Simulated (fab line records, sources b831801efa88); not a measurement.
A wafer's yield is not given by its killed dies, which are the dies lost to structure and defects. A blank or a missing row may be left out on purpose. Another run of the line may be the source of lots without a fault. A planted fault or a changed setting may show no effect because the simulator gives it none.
Which tool did it? || flow gf180mcu || Sampling: 12 lots, 36 wafers, 2 of 602 route steps

## WHAT EACH GAUGE READ, for each wafer
GF_SALICIDE_THK_MEAS_05: measures by xrf.
{"lot": "L075", "measured": "day 15 11:21", "on": "film-metro-02", "SALICIDE_TIN_THK (nm)": "19.61 19.74 19.52"}
{"lot": "L077", "measured": "day 15 22:57", "on": "film-metro-02", "SALICIDE_TIN_THK (nm)": "20.35 20.01 20.53"}
{"lot": "L079", "measured": "day 16 17:16", "on": "film-metro-04", "SALICIDE_TIN_THK (nm)": "20.57 20.12 20.32"}
{"lot": "L081", "measured": "day 17 13:23", "on": "film-metro-04", "SALICIDE_TIN_THK (nm)": "19.90 19.96 20.00"}
{"lot": "L083", "measured": "day 18 04:49", "on": "film-metro-02", "SALICIDE_TIN_THK (nm)": "20.06 20.09 20.20"}
{"lot": "L085", "measured": "day 19 01:49", "on": "film-metro-04", "SALICIDE_TIN_THK (nm)": "20.27 19.94 20.19"}
{"lot": "L087", "measured": "day 19 12:19", "on": "film-metro-02", "SALICIDE_TIN_THK (nm)": "20.31 20.00 19.93"}
{"lot": "L089", "measured": "day 20 19:39", "on": "film-metro-02", "SALICIDE_TIN_THK (nm)": "19.82 20.10 19.89"}
{"lot": "L091", "measured": "day 21 17:29", "on": "film-metro-02", "SALICIDE_TIN_THK (nm)": "20.27 20.23 20.26"}
{"lot": "L093", "measured": "day 22 10:58", "on": "film-metro-01", "SALICIDE_TIN_THK (nm)": "19.90 19.53 19.76"}
{"lot": "L094", "measured": "day 22 13:50", "on": "film-metro-02", "SALICIDE_TIN_THK (nm)": "20.06 20.20 20.24"}
{"lot": "L097", "measured": "day 23 08:55", "on": "film-metro-01", "SALICIDE_TIN_THK (nm)": "19.99 19.62 19.92"}

## WHICH TOOL RAN EACH LOT (tool, then ch and the chambers of the sampled wafers, then the start)
{"lot": "L075", "GF_STI_CMP_25": "cmp-01 ch 0,1,2, day 2 10:32"}
{"lot": "L077", "GF_STI_CMP_25": "cmp-01 ch 0,2,3, day 2 18:50"}
{"lot": "L079", "GF_STI_CMP_25": "cmp-01 ch 1,2,3, day 3 04:59"}
{"lot": "L081", "GF_STI_CMP_25": "cmp-01 ch 1,2, day 3 15:50"}
{"lot": "L083", "GF_STI_CMP_25": "cmp-01 ch 0,1,3, day 4 03:56"}
{"lot": "L085", "GF_STI_CMP_25": "cmp-02 ch 1,2,3, day 4 13:58"}
{"lot": "L087", "GF_STI_CMP_25": "cmp-01 ch 2,3, day 4 21:49"}
{"lot": "L089", "GF_STI_CMP_25": "cmp-01 ch 1,2,3, day 5 11:58"}
{"lot": "L091", "GF_STI_CMP_25": "cmp-02 ch 1,2,3, day 6 00:12"}
{"lot": "L093", "GF_STI_CMP_25": "cmp-01 ch 0,1,2, day 6 12:11"}
{"lot": "L094", "GF_STI_CMP_25": "cmp-02 ch 1,2,3, day 6 17:46"}
{"lot": "L097", "GF_STI_CMP_25": "cmp-01 ch 1,2, day 7 05:29"}
- GF_STI_CMP_25: polishes, stops on Si3N4, t overpolish 33 s, target thk 524.6 nm.

## THE ANSWER, worked out from the rows above alone
Rule: what is usual is taken from the lots themselves. The widest of any qualifying gaps counts: lots, ordered by their means at a reading, are off when they make up no more than a third of the lots, leave a main group of 4 or more, and stand apart from it by 3 or more times the standard deviation of that group's means. The tables above print the reading to a certain number of digits; a main group whose means all agree to those digits is not used. A lot without any number at a reading at which 4 lots or more have one is off too. The other lots that the step has rows for count as sound.
Nothing can be told from this: no lot is off at any reading shown.

## WHAT THE SIMULATOR HAD PUT IN
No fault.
